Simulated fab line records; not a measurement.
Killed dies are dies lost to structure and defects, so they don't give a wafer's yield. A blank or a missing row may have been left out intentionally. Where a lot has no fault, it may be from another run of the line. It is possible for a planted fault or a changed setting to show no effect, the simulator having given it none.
Which of the tools did it? :: flow gf180mcu :: Sampling: 24 lots, 72 wafers, 4 of 602 route steps

WHAT THE GAUGES READ, wafer by wafer
GF_LVPWELL_OVL_MEAS_07. Usual: LVPWELL_OVL 0.3 nm, standard deviation 1.5.
lot: L074
measured: day 3 21:47
on: overlay-01
LVPWELL_OVL (nm): -0.6 0.6 -0.4
flag: 

lot: L075
measured: day 4 00:52
on: overlay-01
LVPWELL_OVL (nm): 3.6 2.0 2.5
flag: 

lot: L076
measured: day 4 09:01
on: overlay-01
LVPWELL_OVL (nm): -1.9 -1.4 -0.1
flag: 

lot: L077
measured: day 4 11:55
on: overlay-01
LVPWELL_OVL (nm): -1.4 -1.6 0.8
flag: 

lot: L078
measured: day 4 16:04
on: overlay-01
LVPWELL_OVL (nm): 1.6 1.5 0.0
flag: 

lot: L079
measured: day 5 00:19
on: overlay-02
LVPWELL_OVL (nm): -0.9 2.2 -1.5
flag: 

lot: L080
measured: day 5 07:26
on: overlay-01
LVPWELL_OVL (nm): 1.3 2.1 2.2
flag: 

lot: L081
measured: day 5 17:43
on: overlay-01
LVPWELL_OVL (nm): -0.4 -1.1 -0.2
flag: 

lot: L082
measured: day 6 00:07
on: overlay-01
LVPWELL_OVL (nm): -1.6 -1.7 -2.3
flag: 

lot: L083
measured: day 6 00:48
on: overlay-02
LVPWELL_OVL (nm): -1.0 -1.7 -1.0
flag: 

lot: L084
measured: day 6 10:49
on: overlay-01
LVPWELL_OVL (nm): -2.4 -0.2 -0.5
flag: 

lot: L085
measured: day 6 18:03
on: overlay-01
LVPWELL_OVL (nm): -1.4 0.6 0.9
flag: 

lot: L086
measured: day 6 22:25
on: overlay-01
LVPWELL_OVL (nm): -0.6 0.8 1.1
flag: 

lot: L088
measured: day 7 08:52
on: overlay-02
LVPWELL_OVL (nm): 0.5 1.4 1.8
flag: 

lot: L087
measured: day 7 09:13
on: overlay-01
LVPWELL_OVL (nm): -0.1 2.6 2.3
flag: 

lot: L090
measured: day 7 18:39
on: overlay-02
LVPWELL_OVL (nm): -1.0 1.9 0.8
flag: 

lot: L089
measured: day 7 19:36
on: overlay-02
LVPWELL_OVL (nm): 3.7 2.6 1.2
flag: 

lot: L091
measured: day 7 23:46
on: overlay-01
LVPWELL_OVL (nm): 1.0 1.8 0.6
flag: 

lot: L092
measured: day 8 04:31
on: overlay-02
LVPWELL_OVL (nm): 1.8 2.7 2.7
flag: 

lot: L093
measured: day 8 12:13
on: overlay-01
LVPWELL_OVL (nm): -0.6 -1.8 -0.2
flag: 

lot: L094
measured: day 8 17:09
on: overlay-01
LVPWELL_OVL (nm): 0.2 1.8 1.6
flag: 

lot: L095
measured: day 8 19:04
on: overlay-01
LVPWELL_OVL (nm): -1.7 -0.8 -1.9
flag: 

lot: L096
measured: day 9 00:58
on: overlay-01
LVPWELL_OVL (nm): 1.8 3.3 0.9
flag: 

lot: L097
measured: day 9 06:48
on: overlay-02
LVPWELL_OVL (nm): -3.1 -2.2 -1.2
flag: 

GF_POLY_GATE_CD_MEAS_18. Usual: 279.6 nm for cd_nm, sd 1.7.
lot: L074
measured: day 9 10:55
on: cd_sem-01
cd_nm (nm): 282.1 282.1 281.0
flag: 

lot: L075
measured: day 9 11:40
on: cd_sem-01
cd_nm (nm): 281.0 281.8 281.7
flag: 

lot: L076
measured: day 9 17:11
on: cd_sem-01
cd_nm (nm): 280.0 280.3 280.6
flag: 

lot: L077
measured: day 9 22:06
on: cd_sem-02
cd_nm (nm): 279.4 277.9 279.7
flag: 

lot: L078
measured: day 10 03:35
on: cd_sem-02
cd_nm (nm): 280.0 280.1 279.4
flag: 

lot: L079
measured: day 10 16:36
on: cd_sem-01
cd_nm (nm): 278.9 279.6 277.7
flag: 

lot: L080
measured: day 11 00:23
on: cd_sem-01
cd_nm (nm): 278.0 283.5 280.0
flag: 

lot: L081
measured: day 11 12:28
on: cd_sem-02
cd_nm (nm): 280.9 278.6 278.5
flag: 

lot: L082
measured: day 11 23:47
on: cd_sem-01
cd_nm (nm): 278.7 280.4 281.6
flag: 

lot: L083
measured: day 12 00:59
on: cd_sem-02
cd_nm (nm): 280.9 281.6 281.1
flag: 

lot: L084
measured: day 12 11:49
on: cd_sem-02
cd_nm (nm): 278.4 279.4 279.7
flag: 

lot: L085
measured: day 12 22:24
on: cd_sem-02
cd_nm (nm): 278.3 277.4 278.0
flag: 

lot: L086
measured: day 13 05:15
on: cd_sem-02
cd_nm (nm): 278.5 280.0 278.2
flag: 

lot: L088
measured: day 13 18:14
on: cd_sem-01
cd_nm (nm): 281.9 283.9 277.7
flag: 

lot: L087
measured: day 13 15:56
on: cd_sem-01
cd_nm (nm): 279.4 279.3 277.5
flag: 

lot: L090
measured: day 14 02:59
on: cd_sem-02
cd_nm (nm): 275.9 280.5 275.8
flag: 

lot: L089
measured: day 14 07:14
on: cd_sem-01
cd_nm (nm): 278.4 279.3 283.7
flag: 

lot: L091
measured: day 14 10:51
on: cd_sem-02
cd_nm (nm): 282.4 282.6 281.3
flag: 

lot: L092
measured: day 14 21:20
on: cd_sem-02
cd_nm (nm): 279.6 281.5 278.6
flag: 

lot: L093
measured: day 15 04:13
on: cd_sem-02
cd_nm (nm): 278.3 280.4 278.6
flag: 

lot: L094
measured: day 15 08:19
on: cd_sem-01
cd_nm (nm): 276.0 277.6 276.9
flag: 

lot: L095
measured: day 15 12:01
on: cd_sem-02
cd_nm (nm): 278.4 278.5 278.9
flag: 

lot: L096
measured: day 15 23:15
on: cd_sem-02
cd_nm (nm): 280.2 277.8 280.2
flag: 

lot: L097
measured: day 16 06:20
on: cd_sem-02
cd_nm (nm): 280.4 279.9 278.3
flag: 

GF_HV_LDD_OVL_MEAS_08. Usual: HV_LDD_OVL 0.3 nm, standard deviation 1.4.
lot: L074
measured: day 10 05:08
on: overlay-02
HV_LDD_OVL (nm): 0.9 -1.2 2.6
flag: 

lot: L075
measured: day 10 05:46
on: overlay-01
HV_LDD_OVL (nm): 0.1 -1.1 -0.4
flag: 

lot: L076
measured: day 10 10:40
on: overlay-01
HV_LDD_OVL (nm): 0.2 0.6 -0.3
flag: 

lot: L077
measured: day 10 15:14
on: overlay-01
HV_LDD_OVL (nm): 0.9 -0.2 0.1
flag: 

lot: L078
measured: day 10 21:32
on: overlay-01
HV_LDD_OVL (nm): 2.4 0.0 1.9
flag: 

lot: L079
measured: day 11 10:50
on: overlay-01
HV_LDD_OVL (nm): 0.5 2.0 0.2
flag: 

lot: L080
measured: day 11 19:14
on: overlay-01
HV_LDD_OVL (nm): -3.7 -2.4 -3.3
flag: 

lot: L081
measured: day 12 06:59
on: overlay-01
HV_LDD_OVL (nm): 0.9 1.3 2.5
flag: 

lot: L082
measured: day 12 18:44
on: overlay-01
HV_LDD_OVL (nm): 1.8 1.3 0.1
flag: 

lot: L083
measured: day 12 19:55
on: overlay-01
HV_LDD_OVL (nm): -0.8 1.8 1.2
flag: 

lot: L084
measured: day 13 06:44
on: overlay-02
HV_LDD_OVL (nm): 0.0 2.1 1.4
flag: 

lot: L085
measured: day 13 18:28
on: overlay-02
HV_LDD_OVL (nm): -2.6 -0.6 -1.2
flag: 

lot: L086
measured: day 14 01:26
on: overlay-01
HV_LDD_OVL (nm): -0.7 -1.6 -0.1
flag: 

lot: L088
measured: day 14 15:31
on: overlay-01
HV_LDD_OVL (nm): 0.9 -0.1 -0.6
flag: 

lot: L087
measured: day 14 12:13
on: overlay-01
HV_LDD_OVL (nm): 2.1 0.6 2.5
flag: 

lot: L090
measured: day 15 00:13
on: overlay-01
HV_LDD_OVL (nm): 2.1 0.7 -0.8
flag: 

lot: L089
measured: day 15 03:43
on: overlay-01
HV_LDD_OVL (nm): 0.9 0.4 0.4
flag: 

lot: L091
measured: day 15 06:53
on: overlay-01
HV_LDD_OVL (nm): 3.5 2.1 3.3
flag: 

lot: L092
measured: day 15 18:46
on: overlay-02
HV_LDD_OVL (nm): -0.6 0.2 1.9
flag: 

lot: L093
measured: day 16 02:07
on: overlay-02
HV_LDD_OVL (nm): -0.8 -1.8 0.5
flag: 

lot: L094
measured: day 16 06:16
on: overlay-02
HV_LDD_OVL (nm): -1.8 -0.1 -2.4
flag: 

lot: L095
measured: day 16 10:01
on: overlay-02
HV_LDD_OVL (nm): 1.8 -2.0 -2.6
flag: 

lot: L096
measured: day 16 21:32
on: overlay-01
HV_LDD_OVL (nm): 0.7 -0.6 -0.8
flag: 

lot: L097
measured: day 17 04:46
on: overlay-01
HV_LDD_OVL (nm): 1.6 1.9 2.0
flag: 

GF_V2_CD_MEAS_14: the cd target is 260 nm. Usual: 259.8 nm for cd_nm, sd 1.1.
lot: L074
measured: day 20 09:16
on: cd_sem-01
cd_nm (nm): 259.2 259.7 259.7
flag: 

lot: L075
measured: day 20 14:42
on: cd_sem-02
cd_nm (nm): 263.0 261.2 262.2
flag: 

lot: L076
measured: day 20 19:45
on: cd_sem-01
cd_nm (nm): 261.2 260.0 259.4
flag: 

lot: L077
measured: day 21 04:40
on: cd_sem-01
cd_nm (nm): 257.9 258.7 259.2
flag: 

lot: L078
measured: day 21 08:06
on: cd_sem-02
cd_nm (nm): 260.8 260.7 261.2
flag: 

lot: L079
measured: day 22 00:24
on: cd_sem-02
cd_nm (nm): 258.1 259.7 260.2
flag: 

lot: L080
measured: day 22 12:19
on: cd_sem-02
cd_nm (nm): 259.5 259.3 259.0
flag: 

lot: L081
measured: day 23 02:16
on: cd_sem-02
cd_nm (nm): 259.5 259.7 260.0
flag: 

lot: L082
measured: day 23 13:58
on: cd_sem-01
cd_nm (nm): 260.2 259.5 261.2
flag: 

lot: L083
measured: day 23 19:15
on: cd_sem-02
cd_nm (nm): 259.0 258.7 258.6
flag: 

lot: L084
measured: day 24 04:15
on: cd_sem-01
cd_nm (nm): 261.8 260.4 260.1
flag: 

lot: L085
measured: day 24 16:54
on: cd_sem-02
cd_nm (nm): 260.5 260.9 260.7
flag: 

lot: L086
measured: day 25 00:19
on: cd_sem-02
cd_nm (nm): 260.2 259.3 260.8
flag: 

lot: L088
measured: day 25 18:42
on: cd_sem-02
cd_nm (nm): 259.3 260.7 260.1
flag: 

lot: L087
measured: day 25 13:39
on: cd_sem-01
cd_nm (nm): 259.4 259.1 258.9
flag: 

lot: L090
measured: day 25 23:30
on: cd_sem-02
cd_nm (nm): 259.0 258.6 260.5
flag: 

lot: L089
measured: day 26 09:51
on: cd_sem-01
cd_nm (nm): 258.4 258.9 258.0
flag: 

lot: L091
measured: day 26 08:16
on: cd_sem-01
cd_nm (nm): 259.0 257.6 258.5
flag: 

lot: L092
measured: day 26 15:39
on: cd_sem-02
cd_nm (nm): 260.5 260.2 260.6
flag: 

lot: L093
measured: day 27 00:33
on: cd_sem-02
cd_nm (nm): 260.4 259.9 259.3
flag: 

lot: L094
measured: day 27 04:54
on: cd_sem-02
cd_nm (nm): 258.9 258.0 260.0
flag: 

lot: L095
measured: day 27 06:09
on: cd_sem-02
cd_nm (nm): 258.9 258.9 259.2
flag: 

lot: L096
measured: day 27 16:46
on: cd_sem-02
cd_nm (nm): 259.3 259.5 259.8
flag: 

lot: L097
measured: day 28 05:06
on: cd_sem-02
cd_nm (nm): 261.2 260.7 259.7
flag: 

TOOL THAT RAN EACH LOT (tool first, then ch and the chambers of the sampled wafers, then the start)
No process step before these readings appears in the record.

AS READ BY THE TOOLS THEMSELVES (means over the sampled wafers that have a number; for cases with no such wafer, the mark the record gives instead)
The record holds no such reading with a usual standard deviation.

THE ANSWER, worked out from the rows above alone
Rule: a lot is off if the mean of its wafers that have a number lies more than 3 standard deviations from the usual mean. A lot without any number at a reading at which 4 lots or more have one is off too. The other lots that the step has rows for count as sound. After the gauges, taken in route order, come the tools' own readings; for these a lot's mean is taken, as printed above. The first step at which some lot is off is used, and at that step the reading that is off furthest; a lot without a number counts as furthest.
Across all readings shown, no lot is off: no conclusion can be drawn from this.

WHAT THE SIMULATOR HAD INSERTED
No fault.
